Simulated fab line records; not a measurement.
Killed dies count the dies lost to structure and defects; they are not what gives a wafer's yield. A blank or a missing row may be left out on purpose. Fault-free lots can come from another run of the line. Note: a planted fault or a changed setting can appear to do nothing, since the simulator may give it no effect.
Matching of chambers + flow sky130 + 3 sister chambers for SKY_CAPM_CVD_00 on pecvd-04
The step deposits SiO2, target thk 15.5 nm. 6 wafers are shown with their chamber, then 7 later ones without.

== WAFERS WITH THEIR CHAMBER ==
| wafer  | chamber | heater_power_w (W) |
|--------|---------|--------------------|
| L084.2 | 1       | 812                |
| L084.5 | 1       | 835                |
| L087.1 | 0       | 816                |
| L087.4 | 2       | 763                |
| L091.1 | 2       | 769                |
| L091.5 | 0       | 880                |

== WAFERS WITHOUT THEIR CHAMBER ==
| wafer  | heater_power_w (W) |
|--------|--------------------|
| L091.6 | 745                |
| L093.1 | 778                |
| L093.2 | 865                |
| L093.4 | 741                |
| L096.2 | 816                |
| L096.4 | 821                |
| L096.5 | 780                |

== WHICH CHAMBER EACH WENT THROUGH ==
| wafer  | from the rows above          | in truth |
|--------|------------------------------|----------|
| L091.6 | 2                            | 2        |
| L093.1 | can't be placed: 2 or 1      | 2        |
| L093.2 | can't be placed: 0 or 1      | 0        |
| L093.4 | 2                            | 2        |
| L096.2 | can't be placed: 1 or 0 or 2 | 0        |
| L096.4 | can't be placed: 1 or 0 or 2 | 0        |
| L096.5 | can't be placed: 2 or 1 or 0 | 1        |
Placed correctly: 2 of 7. From these rows, 5 cannot be placed; in 5 the true chamber is one of the candidates. Wrongly placed: 0.
How it was worked out, from the rows above alone: a wafer's distance from a chamber is the root of the sum, over the readings, of the square of ((its reading less the chamber's mean) divided by the reading's scatter). The wafer belongs to the nearest chamber; if the next one is less than 2 further off, it can't be placed. The mean given for a chamber averages the wafers shown for that chamber. The scatter: take each reading less its chamber's mean, square it, sum over the shown wafers, divide by the number of wafers less the number of chambers, and take the root.
